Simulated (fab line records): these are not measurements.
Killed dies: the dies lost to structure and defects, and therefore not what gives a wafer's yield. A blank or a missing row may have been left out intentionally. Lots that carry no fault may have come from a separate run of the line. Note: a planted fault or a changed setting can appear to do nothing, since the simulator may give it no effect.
Chamber matching + flow sky130 + rie_si-01 running SKY_POLY_GATE_ETCH_17: 4 sister chambers
The step etches poly-Si in HBr/Cl2, stops on SiO2, target depth 180 nm, time 70.5 s. 8 wafers are shown with their chamber, then 9 later ones without.

## EACH WAFER AND ITS CHAMBER
| wafer  | chamber | drypump_motor_current_A (A) | oes_product_au (a.u.) |
|--------|---------|-----------------------------|-----------------------|
| L855.2 | 3       | 5.68                        | 0.976                 |
| L855.3 | 1       | 5.55                        | 0.994                 |
| L856.2 | 0       | 5.40                        | 1.004                 |
| L856.5 | 3       | 5.68                        | 0.981                 |
| L856.6 | 2       | 6.04                        | 0.997                 |
| L859.1 | 0       | 5.38                        | 0.997                 |
| L859.5 | 1       | 5.55                        | 0.976                 |
| L859.6 | 2       | 6.04                        | 0.984                 |

## WAFERS WITHOUT THEIR CHAMBER
| wafer  | drypump_motor_current_A (A) | oes_product_au (a.u.) |
|--------|-----------------------------|-----------------------|
| L861.2 | 5.38                        | 1.002                 |
| L861.3 | 6.03                        | 0.987                 |
| L861.4 | 5.53                        | 0.975                 |
| L865.1 | 5.52                        | 0.973                 |
| L865.3 | 5.67                        | 0.974                 |
| L865.6 | 5.54                        | 0.979                 |
| L869.1 | 5.40                        | 0.986                 |
| L869.3 | 5.69                        | 0.972                 |
| L869.6 | 5.67                        | 0.977                 |

## WHICH CHAMBER EACH ONE RAN IN
| wafer  | from the rows above | in truth |
|--------|---------------------|----------|
| L861.2 | 0                   | 0        |
| L861.3 | 2                   | 2        |
| L861.4 | 1                   | 1        |
| L865.1 | 1                   | 1        |
| L865.3 | 3                   | 3        |
| L865.6 | 1                   | 1        |
| L869.1 | 0                   | 0        |
| L869.3 | 3                   | 3        |
| L869.6 | 3                   | 3        |
9 of 9 placed correctly. Not placeable from these rows: 0. 0 placed wrongly.
How it was worked out, from the rows above alone: a wafer's distance from a chamber is the root of the sum, over the readings, of the square of ((its reading less the chamber's mean) divided by the reading's scatter). If the next closest chamber is less than 2 further off than the closest, the wafer can't be placed; otherwise it belongs to the closest. A chamber's mean is the mean of its shown wafers. How the scatter is found: for the shown wafers, subtract from each reading the mean of its chamber, square and add these, divide the total by (wafers less chambers), then take the root.
